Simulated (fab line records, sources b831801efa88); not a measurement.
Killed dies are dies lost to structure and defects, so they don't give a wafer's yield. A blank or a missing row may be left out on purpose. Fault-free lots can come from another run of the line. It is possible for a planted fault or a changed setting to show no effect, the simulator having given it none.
Problem report, 8D (eight disciplines) form, completed by code || flow sky130 || the parts of the form that need people (team, actions taken, sign-off) are left out

1. PROBLEM STATEMENT
METAL2_ALCU_RS at SKY_METAL2_RS_MEAS_05 reads a mean of 0.1040 ohm/sq on 1 wafer of 1 lot; wafers without a fault read 0.1269 ohm/sq with a standard deviation of 0.0013. That is -18 standard deviations from the usual mean.
The step: measures by four-point-probe.
First observed at day 39 05:20: wafer L925.2, on film-metro-02. The record holds 30 wafers of 10 lots with a number at this step. Rule for "out" (also "out of limits"): further than 4 standard deviations from the usual mean. Any other wafer with a number is counted as sound.

2. WHAT IT IS AND WHAT IT IS NOT
{"question": "which readings at this step", "is": "METAL2_ALCU_RS", "is not": "-"}
{"question": "which lots", "is": "L925", "is not": "L911, L914, L916, L917, L918, L919, L920, L929, L930"}
{"question": "which wafers of those lots", "is": "L925.2", "is not": "L925.1, L925.3"}
{"question": "read on which gauges", "is": "film-metro-02", "is not": "film-metro-01"}
{"question": "when", "is": "from day 39 05:20", "is not": "up to then (23 sound wafers); but 6 sound wafers of L929, L930 came after"}

3. THE SUSPECTS, EACH WITH WHAT RULES IT OUT
Counting: if a tool at a process step up to the reading ran every lot that is out, it stays a suspect. Sound lots after the first of them don't rule it out here, since some wafers of a struck lot are sound.
- the gauge at SKY_METAL2_RS_MEAS_05: ruled out. All the wafers that are out were read on film-metro-02, but those of them that SKY_METAL2_METAL_ETCH_19 has rows for are out there too, on other tools.
- rie-metal-02 at SKY_METAL1_ETCH_18 (etches BARC in N2/H2, stops on SiO2, time 45.9 s, target depth 60 nm): kept. It processed L925, the lot that is out, at day 37 21:40, and its most recent sound lot before then was L920 at day 36 16:51.
- pvd-sputter-03 at SKY_METAL2_SPUTTER_02 (material AlCu, target thk 250 nm, time 13.3 s): kept. It processed L925, the lot that is out, at day 39 05:15, and its most recent sound lot before then was L920 at day 37 21:46.
- Within rie-metal-02 at SKY_METAL1_ETCH_18: the wafers that are out ran in chamber 1; their sound lot-mates ran in chamber 0.
The count leaves pvd-sputter-03 at SKY_METAL2_SPUTTER_02 and rie-metal-02 at SKY_METAL1_ETCH_18.

4. THE CAUSE (what the simulator had put in)
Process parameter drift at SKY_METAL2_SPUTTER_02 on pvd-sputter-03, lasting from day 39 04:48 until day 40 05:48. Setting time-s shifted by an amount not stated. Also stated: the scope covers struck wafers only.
Of the 2 suspects that counting leaves, this tool is one.

5. THE EFFECT CHAIN, in route order
Each row: a reading whose mean over the struck wafers that have a number lies more than 3 standard deviations from the usual. Readings are gone through only where the record gives a usual standard deviation; hours: the median, over the lots, of the time from a lot's start at the first step in this table giving one to that lot's start at this step; sigmas: the change measured in usual standard deviations.
{"hours": 0, "step": "SKY_METAL2_RS_MEAS_05", "reading": "METAL2_ALCU_RS", "usual": "0.1269 ohm/sq", "on struck wafers": 0.1040, "change": -0.0229, "sigmas": -18}
{"hours": 0, "step": "SKY_METAL2_THK_MEAS_06", "reading": "METAL2_ALCU_THK", "usual": "252.2 nm", "on struck wafers": 304.9, "change": "+52.7", "sigmas": "+19"}
{"hours": 24, "step": "SKY_METAL2_METAL_ETCH_19", "reading": "oes-product-au", "usual": "0.854 a.u.", "on struck wafers": 0.888, "change": "+0.034", "sigmas": "+5.7"}
Here are the process steps it includes:
- SKY_METAL2_METAL_ETCH_19: etches the open film in Cl2/BCl3, stops on SiO2, target depth 360 nm, time 78 s.
At these later measuring or inspecting steps, every struck wafer for which the step has a row has a number for every such reading, and none has moved that far: SKY_METAL2_CD_MEAS_15, SKY_METAL2_OVL_MEAS_16.

6. HOW IT WOULD HAVE BEEN CAUGHT EARLIER
In this record the first reading out of limits at a measuring or inspecting step was taken at day 39 05:20, 1 hour after the fault began at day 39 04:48.
An alarm limit of 4 standard deviations would not have fired on the tool readings at SKY_METAL2_SPUTTER_02 for which the record gives a usual standard deviation, since none of them was out on any struck wafer.
The start of SKY_METAL2_SPUTTER_02 on pvd-sputter-03 came by day 39 05:20 for every one of the lots that are out (1). None of them would have been spared by holding the tool at that moment.
